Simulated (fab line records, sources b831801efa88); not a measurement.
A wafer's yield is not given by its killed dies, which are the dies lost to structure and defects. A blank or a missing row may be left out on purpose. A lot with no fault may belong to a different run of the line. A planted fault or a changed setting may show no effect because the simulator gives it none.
Comparing a struck lot with a sound one | flow sky130 | 16 out of 708 route steps
Sound: these wafers, L678.1, L678.4, L678.6. The struck wafers were L686.1, L686.5, L686.6. At the end, the cause is stated.
Per side, at each step with rows, come the tool, then ch with its chambers, and then its first start. Under that, the readings that differ: sound wafers | struck wafers | difference of the means | sigmas: that difference in standard deviations of wafers without a fault.
alike: same words and numbers on both sides, and readings whose means sit less than 2 such deviations apart. not compared: any withheld reading, any reading some wafer has no value for, any bound like >300 that may hide the same value, and any number with overlapping values for which the record gives no deviation.
The two part at a step that has a row with sigmas, a row that says differs or no value, or rows on one side only. Numbers that have no deviation but don't overlap get no sigmas and don't part them. Lack of a reading on every wafer of one side parts them only where that side has two or more wafers.

SKY_VIA2_CMP_02: polishes SiO2.
  sound on cmp-01 ch 0,3, day 37 23:17; struck on cmp-02 ch 0,2,3, day 40 12:29
  alike: motor current A, retaining ring pressure frac
SKY_VIA2_BOW_MEAS_03:
  sound: film metro-03 at day 37 23:32; struck: film metro-02 at day 40 12:38
  alike: VIA2_BOW
then, 8 steps without rows for these wafers: SKY_VIA2_DEHYDRATE_04 (time 60 s); SKY_VIA2_HMDS_05 (prime time 60 s); SKY_VIA2_COAT_06 (resist thk 60 nm); SKY_VIA2_COAT_07 (resist thk 450 nm); SKY_VIA2_SOFTBAKE_08 (time 90 s); SKY_VIA2_EXPOSE_09 (exposes mask VIM2, target cd 200 nm); SKY_VIA2_PEB_10; SKY_VIA2_DEVELOP_11 (develop time 60 s).
SKY_VIA2_CD_MEAS_12: target cd 200 nm.
  sound: cd sem-01 at day 39 01:10; struck: cd sem-01 at day 41 13:17
  alike: cd nm
SKY_VIA2_OVL_MEAS_13:
  sound: overlay-01 at day 39 01:17; struck: overlay-02 at day 41 13:24
  alike: VIA2_OVL
SKY_VIA2_ETCH_14: etches BARC in N2/H2, stops on SiO2, time 45.9 s, target depth 60 nm.
  sound on rie diel-04 ch 2,3, day 39 01:19; struck on rie diel-04 ch 2,3, day 41 13:26
  no value came back on the struck wafers for any of 6 readings (bias w (W), chamber pressure mTorr (mTorr) and others); on the sound wafers bias w (W) reads 100.22 100.61 100.32
  reading                                     | sound             | struck          | difference | sigmas
  model.KrF-thick_of_VIA2_COAT_07.thk nm (nm) | 393.6 393.1 393.6 | 434.7 435 435.7 | +41.7      |
  not compared: rf hours counter h
SKY_VIA2_ETCH_15: etches SiO2 in C4F8/O2/Ar, stops on TiN, target depth 546 nm, time 84 s.
  sound on rie diel-04 ch 2,3, day 39 01:21; struck on rie diel-04 ch 2,3, day 41 13:29
  reading                                     | sound             | struck            | difference | sigmas
  oes product au (a.u.)                       | 0.947 0.938 0.936 | 0.376 0.374 0.376 | -0.565     | -99 or more
  model.KrF-thick_of_VIA2_COAT_07.thk nm (nm) | 282.4 283 283.5   | 323.8 324.4 324   | +41.1      |
  alike: bias w, chamber pressure mTorr
  not compared: rf hours counter h
SKY_VIA2_STRIP_16: strips in O2/N2.
  sound on plasma asher-03 ch 0,1, day 39 01:25; struck on plasma asher-02 ch 0,1, day 41 13:32
  reading                      | sound             | struck            | difference | sigmas
  oes product au (a.u.)        | 0.405 0.389 0.397 | 0.410 0.420 0.419 | +0.019     | +4
  strip time to endpoint s (s) | 4.039 4.042 4.036 | 4.471 4.475 4.493 | +0.441     | +23
  alike: drypump motor current A
  not compared: rf hours counter h
then, 1 step without rows for these wafers: SKY_VIA2_STRIP_17 (strips in post etch residue remover, time 1200 s).

== WHERE THEY PART ==
At SKY_VIA2_ETCH_14 first; at SKY_VIA2_STRIP_16 last (within this record only).

WHY: whatever the simulator had introduced
Whole step skipped at SKY_VIA2_ETCH_14 on rie diel-04, starting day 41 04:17. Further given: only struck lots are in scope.
